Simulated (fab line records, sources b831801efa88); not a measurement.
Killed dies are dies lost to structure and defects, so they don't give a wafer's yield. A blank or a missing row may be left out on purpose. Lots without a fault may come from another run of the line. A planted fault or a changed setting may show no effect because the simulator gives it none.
fab line records | flow sky130
record lots=4 wafers=12 last_day=50
route steps=708 shown POLY_CUT@317 SD_P@320 RES_XHIGH@333 SD_N@342 PAD_OPEN@708
lots that met no fault: from a run of the same line without faults
start_h: hours from the record's first day to the start of the lot's first wafer shown | wait_h: hours since the lot's step before | " the same as in the row above | L1.1+2: a row that stands for several wafers | - no value, or no start given | * or withheld: withheld | < > ~ a bound
route shown NAME@n: a module of which the file shows steps, and the number in the route of the first | usual: mean/standard deviation of fault-free wafers | same: alike in all rows | chamber/n: place in a boat | sites: the reading at each site | _std_site: their standard deviation | _edge_site: outer sites' mean less inner sites' | radius_mm: how far each site lies from the wafer's centre | mask NAME#n: copy n | behind: the tool/chamber that last shaped the wafer | hold: why the lot was held/for how many hours/how that ended | device: the transistor (n, p or np) that didn't switch | end of line: the same wafers' tests at the end of the route | a step without rows: its recipe alone | killed: dies lost to structure and defects at the first sort, not the wafer's yield | map: a wafer's dies, x killed, . not, _ none there
set.NAME: the setting as run; set.NAME@STEP: as run at that earlier step | model.NAME: the simulator's own value behind a step, which no gauge read
lots at some steps of the route; a table a step, a row a wafer
services: from which hour (start_h, from the record's first day; less than 0 if before it) a tool's chamber was out of use, for how many hours, and why
## steps
# step SKY_POLY_CUT_ETCH_10
# recipe chemistry=N2/H2 target=BARC ion_energy_ev=200 source_w=500 bias_w=100 pressure_mtorr=30 n2_flow_sccm=100 h2_flow_sccm=200 stop_on=SiO2 time_s=45.9 target_depth_a=600
# step SKY_POLY_CUT_ETCH_11
# recipe target=Si3N4 chemistry=CF4/CH2F2/Ar stop_on=poly-Si source_w=600 bias_w=150 pressure_mtorr=40 cf4_flow_sccm=40 ch2f2_flow_sccm=20 Ar_flow_sccm=150 time_s=42.5 target_depth_a=600
# step SKY_POLY_CUT_STRIP_12
# recipe chemistry=O2/N2 power_w=1400 pressure_mtorr=1500 platen_temp_c=withheld o2_flow_sccm=3000 n2_flow_sccm=300 overash_fraction=0.5
# step SKY_SD_P_DEHYDRATE_00
# recipe temp_c=200 time_s=60
# step SKY_SD_P_HMDS_01
# recipe prime_time_s=60 prime_temp_c=120
# step SKY_SD_P_COAT_02
# recipe resist=NOVOLAK spin_rpm=3000 resist_thk_nm=1140
# step SKY_SD_P_SOFTBAKE_03
# recipe temp_c=90 time_s=60 resist=NOVOLAK
# step SKY_SD_P_EXPOSE_04
# recipe mask_id=PSDM na=0.6 source_shape=conventional sigma_outer=0.6 polarization=unpolarized target_cd_nm=380 dose_mj=138
# step SKY_SD_P_PEB_05
# recipe temp_c=withheld time_s=* resist=NOVOLAK
# step SKY_SD_P_DEVELOP_06
# recipe resist=NOVOLAK developer=TMAH develop_time_s=60 dev_temp_c=23
# step SKY_SD_P_IMPLANT_09
# recipe species=BF2 energy_kev=20 dose_cm2=3e+15 tilt_deg=0
# usual faraday_current_uA=11466/740
# columns lot.wafer tool chamber start_h wait_h faraday_current_uA
L603.1 implanter-02 0 651.69 0.0 13432
L603.3 " 0 " " 13570
L603.5 " 0 " " 13653
L605.2 implanter-02 0 666.96 0.0 13736
L605.5 " 0 " " 13327
L605.6 " 0 " " 13138
L618.1 implanter-02 0 760.94 0.0 10435
L618.3 " 0 " " 10045
L618.6 " 0 " " 10135
L620.2 implanter-04 0 769.89 0.0 11943
L620.3 " 0 " " 11934
L620.5 " 0 " " 12123
# step SKY_SD_P_STRIP_10
# recipe chemistry=O2/N2 power_w=1400 pressure_mtorr=1500 platen_temp_c=withheld o2_flow_sccm=3000 n2_flow_sccm=300 overash_fraction=0.5
# usual drypump_motor_current_A=5.35/0.19 n2_flow_sccm=300.1/0.91 oes_product_au=0.617/0.0046 strip_time_to_endpoint_s=17.48/0.038
# columns lot.wafer tool chamber start_h wait_h drypump_motor_current_A n2_flow_sccm oes_product_au rf_hours_counter_h strip_time_to_endpoint_s
L603.1 plasma_asher-02 0 651.84 0.1 5.72 301.6 0.629 93 17.02
L603.3 " 0 " " 5.72 300.3 0.619 - 17.01
L603.5 " 0 " " 5.71 299.9 0.626 - 16.99
L605.2 plasma_asher-02 0 667.09 0.1 5.73 301.5 0.625 95 17.00
L605.5 " 1 " " 5.36 299.6 0.631 - 17.05
L605.6 " 0 " " 5.73 300.2 0.626 - 17.03
L618.1 plasma_asher-04 0 761.09 0.1 5.20 302.6 0.620 87 17.50
L618.3 " 0 " " 5.21 302.0 0.616 - 17.51
L618.6 " 1 " " 5.20 300.9 0.618 - 17.53
L620.2 plasma_asher-02 0 770.01 0.1 5.70 301.1 0.616 3 17.56
L620.3 " 0 " " 5.73 300.2 0.617 - 17.56
L620.5 " 1 " " 5.38 299.6 0.624 - 17.50
# step SKY_SD_P_TW_MEAS_11
# usual SD_P_TW=2815/16
# columns lot.wafer tool chamber start_h wait_h hold SD_P_TW
L603.1 film_metro-03 - 651.94 0.1 await_dispo/0.2h/release 2672
L603.3 " - " " await_dispo/0.2h/release 2679
L603.5 " - " " await_dispo/0.2h/release 2670
L603.1 film_metro-03 - 652.16 0.2 - 2679
L603.3 " - " " - 2677
L603.5 " - " " - 2677
L605.2 film_metro-02 - 667.20 0.1 await_dispo/0.2h/release 2675
L605.5 " - " " await_dispo/0.2h/release 2679
L605.6 " - " " await_dispo/0.2h/release 2672
L605.2 film_metro-02 - 667.42 0.2 - 2683
L605.5 " - " " - 2684
L605.6 " - " " - 2684
L618.1 film_metro-02 - 761.19 0.1 - 2816
L618.3 " - " " - 2807
L618.6 " - " " - 2815
L620.2 film_metro-03 - 770.12 0.1 - 2831
L620.3 " - " " - 2836
L620.5 " - " " - 2836
# step SKY_RES_XHIGH_HMDS_01
# recipe prime_time_s=60 prime_temp_c=120
# step SKY_RES_XHIGH_COAT_02
# recipe resist=NOVOLAK spin_rpm=3000 resist_thk_nm=1140
# step SKY_RES_XHIGH_SOFTBAKE_03
# recipe temp_c=90 time_s=60 resist=NOVOLAK
# step SKY_RES_XHIGH_EXPOSE_04
# recipe mask_id=URPM na=0.6 source_shape=conventional sigma_outer=0.6 polarization=unpolarized target_cd_nm=1270 dose_mj=140
# step SKY_RES_XHIGH_PEB_05
# recipe temp_c=withheld time_s=* resist=NOVOLAK
# step SKY_RES_XHIGH_DEVELOP_06
# recipe resist=NOVOLAK developer=TMAH develop_time_s=60 dev_temp_c=23
# step SKY_RES_XHIGH_IMPLANT_07
# recipe species=BF2 energy_kev=20 dose_cm2=3.6e+14 tilt_deg=0
# step SKY_RES_XHIGH_STRIP_08
# recipe chemistry=O2/N2 power_w=1400 pressure_mtorr=1500 platen_temp_c=withheld o2_flow_sccm=3000 n2_flow_sccm=300 overash_fraction=0.5
# step SKY_SD_N_DEHYDRATE_00
# recipe temp_c=200 time_s=60
# step SKY_SD_N_HMDS_01
# recipe prime_time_s=60 prime_temp_c=120
# step SKY_SD_N_COAT_02
# recipe resist=NOVOLAK spin_rpm=3000 resist_thk_nm=1140
# step SKY_SD_N_SOFTBAKE_03
# recipe temp_c=90 time_s=60 resist=NOVOLAK
# step SKY_SD_N_EXPOSE_04
# recipe mask_id=NSDM na=0.6 source_shape=conventional sigma_outer=0.6 polarization=unpolarized target_cd_nm=380 dose_mj=141
# step SKY_SD_N_PEB_05
# recipe temp_c=withheld time_s=* resist=NOVOLAK
# step SKY_SD_N_DEVELOP_06
# recipe resist=NOVOLAK developer=TMAH develop_time_s=60 dev_temp_c=23
# step SKY_SD_N_IMPLANT_09
# recipe species=As energy_kev=50 dose_cm2=4e+15 tilt_deg=0
# step SKY_SD_N_IMPLANT_10
# recipe species=P energy_kev=20 dose_cm2=1e+14 tilt_deg=0
# step SKY_SD_N_STRIP_11
# recipe chemistry=O2/N2 power_w=1400 pressure_mtorr=1500 platen_temp_c=withheld o2_flow_sccm=3000 n2_flow_sccm=300 overash_fraction=0.5
# step SKY_SD_N_CLEAN_13
# recipe chemistry=SC1/SC2 mix=1:4:20 temp_c=70 time_s=150 dry=n2_spin
# step SKY_SD_N_RTA_14
# recipe temp_c=1075 time_s=2 idle_temp_c=650 ramp_up_c_per_s=150 ramp_down_c_per_s=90 ambient=N2
# step SKY_SD_N_RS_MEAS_17
# recipe thk_meas_gauge=four-point-probe
# usual SD_P_RS=146.9/0.35
# columns lot.wafer tool chamber start_h wait_h hold SD_P_RS[ohm/sq]
L603.1 film_metro-02 - 709.03 0.1 await_dispo/0.2h/release 150.5
L603.3 " - " " await_dispo/0.2h/release 150.5
L603.5 " - " " await_dispo/0.2h/release 150.9
L603.1 film_metro-02 - 709.45 0.4 - 150.8
L603.3 " - " " - 150.7
L603.5 " - " " - 150.7
L605.2 film_metro-03 - 724.39 0.1 await_dispo/0.2h/release 150.7
L605.5 " - " " await_dispo/0.2h/release 150.8
L605.6 " - " " await_dispo/0.2h/release 150.9
L605.2 film_metro-03 - 724.68 0.3 - 150.8
L605.5 " - " " - 150.9
L605.6 " - " " - 150.7
L618.1 film_metro-03 - 816.19 0.1 - 146.6
L618.3 " - " " - 146.9
L618.6 " - " " - 146.9
L620.2 film_metro-01 - 823.34 0.1 - 147.0
L620.3 " - " " - 146.5
L620.5 " - " " - 147.1
# step SKY_PAD_OPEN_PROBE_99
# usual killed_at_M0_to_M3=45/7.2 killed_at_M4_up=3.0/1.8 killed_at_contacts=25/6.1 killed_at_front_end=14/4.4 killed_at_other=0.2/0.44 killed_dies=88/10 killed_open=48/7.4 killed_short=40/6.3
# same gross_dies=492 killed_at_back_side=0
# columns lot.wafer tool chamber start_h wait_h killed_at_M0_to_M3 killed_at_M4_up killed_at_contacts killed_at_front_end killed_at_other killed_dies killed_open killed_short model.etest.res_high_po.line_ohm_um model.etest.licon_high_po.rc_ohm model.etest.res_pdiff.line_ohm_um model.etest.res_high_po.rs_ohm_sq model.etest.licon_pdiff.rc_ohm model.etest.res_pdiff_hv.rs_ohm_sq model.etest.res_pdiff.rs_ohm_sq
L603.1 prober-01 - 1123.25 0.1 40 1 34 14 0 89 46 43 886.7 486.1 1441 310.7 621.9 200.9 208
L603.3 prober-01 - 1123.35 0.2 46 2 22 23 0 93 54 39 886.2 479.6 1438 310.9 607.1 205.3 209.6
L603.5 prober-01 - 1123.45 0.2 40 2 43 24 0 109 58 51 929.6 496.4 1447 326 614.4 203.6 209.6
L605.2 prober-02 - 1133.30 0.1 42 2 21 18 0 83 49 34 872 500.2 1454 308.2 692.8 204.4 208.8
L605.5 prober-02 - 1133.45 0.2 37 2 32 11 1 83 40 43 896.5 520 1446 308.4 650.4 204.9 209.6
L605.6 prober-02 - 1133.50 0.2 58 2 24 11 0 95 51 44 918.1 501.4 1462 317.6 633.3 204 209
L618.1 prober-01 - 1193.18 0.1 43 5 30 20 0 98 49 49 751.2 361.3 1340 263.8 588.1 193.4 198.1
L618.3 prober-01 - 1193.28 0.2 43 2 25 11 0 81 46 35 741.1 360.1 1394 259.9 585 192.8 199.2
L618.6 prober-01 - 1193.43 0.2 47 3 27 14 1 92 59 33 746.6 362.8 1365 266.1 590.6 194 198.1
L620.2 prober-02 - 1198.52 0.1 51 2 21 19 1 94 50 44 737.2 351.5 1376 256.9 617.5 188.8 195.1
L620.3 prober-02 - 1198.57 0.2 42 1 13 13 1 70 42 28 730.8 349.6 1356 256.4 609.4 189.1 196
L620.5 prober-02 - 1198.67 0.2 47 3 16 11 1 78 38 40 745.6 373.4 1369 258.8 634 190.3 196.2
# killed by level:class
L603.1 CONTACT:geometric_particle:open=13 CONTACT:geometric_particle:short=9 VIA2:geometric_particle:open=9 VIA3:geometric_particle:open=7 LOCAL_INTERCONNECT:geometric_particle:short=6 VIA1:geometric_particle:short=5 FIELD_ISO:geometric_particle:short=4 LI_CONTACT:geometric_particle:open=4
L603.3 VIA1:geometric_particle:open=12 CONTACT:geometric_particle:open=7 CONTACT:geometric_particle:short=7 VIA2:geometric_particle:open=6 VIA3:geometric_particle:open=6 FIELD_ISO:geometric_particle:open=5 POLY_GATE:geometric_particle:short=5 LI_CONTACT:geometric_particle:open=5
L603.5 LI_CONTACT:geometric_particle:open=11 CONTACT:geometric_particle:open=11 VIA3:geometric_particle:open=10 CONTACT:geometric_particle:short=9 VIA1:geometric_particle:open=9 VIA1:geometric_particle:short=6 LI_CONTACT:geometric_particle:short=5 METAL1:geometric_particle:short=5
L605.2 VIA3:geometric_particle:open=11 CONTACT:geometric_particle:open=8 VIA1:geometric_particle:open=8 POLY_GATE:geometric_particle:open=6 CONTACT:geometric_particle:short=6 METAL1:geometric_particle:short=6 FIELD_ISO:geometric_particle:short=5 VIA2:geometric_particle:open=5
L605.5 CONTACT:geometric_particle:open=11 METAL1:geometric_particle:short=9 CONTACT:geometric_particle:short=8 LI_CONTACT:geometric_particle:open=5 VIA1:geometric_particle:open=5 VIA2:geometric_particle:open=5 VIA3:geometric_particle:open=5 LI_CONTACT:geometric_particle:short=4
L605.6 VIA2:geometric_particle:open=11 VIA1:geometric_particle:open=9 VIA3:geometric_particle:open=9 CONTACT:geometric_particle:short=7 VIA1:geometric_particle:short=7 LI_CONTACT:geometric_particle:open=6 METAL3:geometric_particle:short=6 CONTACT:geometric_particle:open=5
L618.1 VIA1:geometric_particle:open=10 CONTACT:geometric_particle:open=8 FIELD_ISO:geometric_particle:open=7 VIA3:geometric_particle:open=7 LOCAL_INTERCONNECT:geometric_particle:short=6 LI_CONTACT:geometric_particle:open=6 CONTACT:geometric_particle:short=6 VIA3:geometric_particle:short=6
L618.3 VIA1:geometric_particle:open=12 CONTACT:geometric_particle:open=11 METAL1:geometric_particle:short=9 VIA2:geometric_particle:open=6 FIELD_ISO:geometric_particle:open=5 LI_CONTACT:geometric_particle:open=5 VIA1:geometric_particle:short=5 POLY_GATE:geometric_particle:short=4
L618.6 CONTACT:geometric_particle:open=11 LI_CONTACT:geometric_particle:open=9 VIA1:geometric_particle:open=9 METAL1:geometric_particle:short=8 VIA2:geometric_particle:open=8 VIA3:geometric_particle:open=6 METAL2:geometric_particle:short=6 FIELD_ISO:geometric_particle:open=5
L620.2 VIA1:geometric_particle:open=12 CONTACT:geometric_particle:open=11 METAL2:geometric_particle:short=11 VIA3:geometric_particle:open=7 VIA2:geometric_particle:open=6 FIELD_ISO:geometric_particle:short=5 CONTACT:geometric_particle:short=5 VIA1:geometric_particle:short=3
L620.3 VIA2:geometric_particle:open=9 VIA1:geometric_particle:open=8 VIA3:geometric_particle:open=8 LI_CONTACT:geometric_particle:open=5 CONTACT:geometric_particle:short=4 POLY_GATE:geometric_particle:short=3 POLY_GATE:geometric_particle:open=3 METAL3:geometric_particle:short=3
L620.5 VIA1:geometric_particle:open=11 VIA1:geometric_particle:short=10 METAL1:geometric_particle:short=8 CONTACT:geometric_particle:open=7 VIA2:geometric_particle:open=5 POLY_GATE:geometric_particle:open=4 LI_CONTACT:geometric_particle:open=4 METAL2:geometric_particle:short=3
## services
# columns tool chamber start_h hours kind
plasma_asher-04 - 640.21 1.2 repair
plasma_asher-04 - 641.40 2.8 pm
implanter-04 - 648.87 0.6 repair
implanter-02 - 687.14 1.8 repair
implanter-02 - 708.69 38.7 repair
plasma_asher-02 - 733.75 9.0 pm
plasma_asher-02 0 733.75 9.0 vent_cycle
plasma_asher-02 1 733.75 9.0 vent_cycle
plasma_asher-02 0 742.75 - clean
plasma_asher-02 1 742.75 - clean
## key
first_sign step=SKY_SD_P_IMPLANT_09 reading=faraday_current_uA direction=up sigmas=2.7 usual=11466 struck=13476
effect step=SKY_SD_P_STRIP_10 reading=strip_time_to_endpoint_s direction=down sigmas=12 usual=* struck=*
effect step=SKY_SD_P_TW_MEAS_11 reading=visit direction=added
effect step=SKY_SD_P_TW_MEAS_11 reading=SD_P_TW direction=down sigmas=8.7 usual=2815 struck=2675
effect step=SKY_SD_N_RS_MEAS_17 reading=SD_P_RS direction=up sigmas=11 usual=146.9 struck=150.7
model_effect step=SKY_PAD_OPEN_PROBE_99 value=etest.res_high_po.line_ohm_um without=738.9 struck=898.2
met_at SKY_SD_P_IMPLANT_09
struck_wafers L603.1,L603.3,L603.5,L605.2,L605.5,L605.6
tester_left_out L603,L605
fault kind=process_parameter_drift tool=implanter-02 chamber=- onset_h=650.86 steps=SKY_SD_P_IMPLANT_09 channel=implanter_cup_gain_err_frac offset=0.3 shape=step end_h=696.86
# tester_left_out: of these lots the tester's yield and bins aren't shown, on N5 and GAA mostly nor the transistor test; their killed dies are dies lost to structure and defects alone, not to doping, threshold or leakage, so they don't give the yield
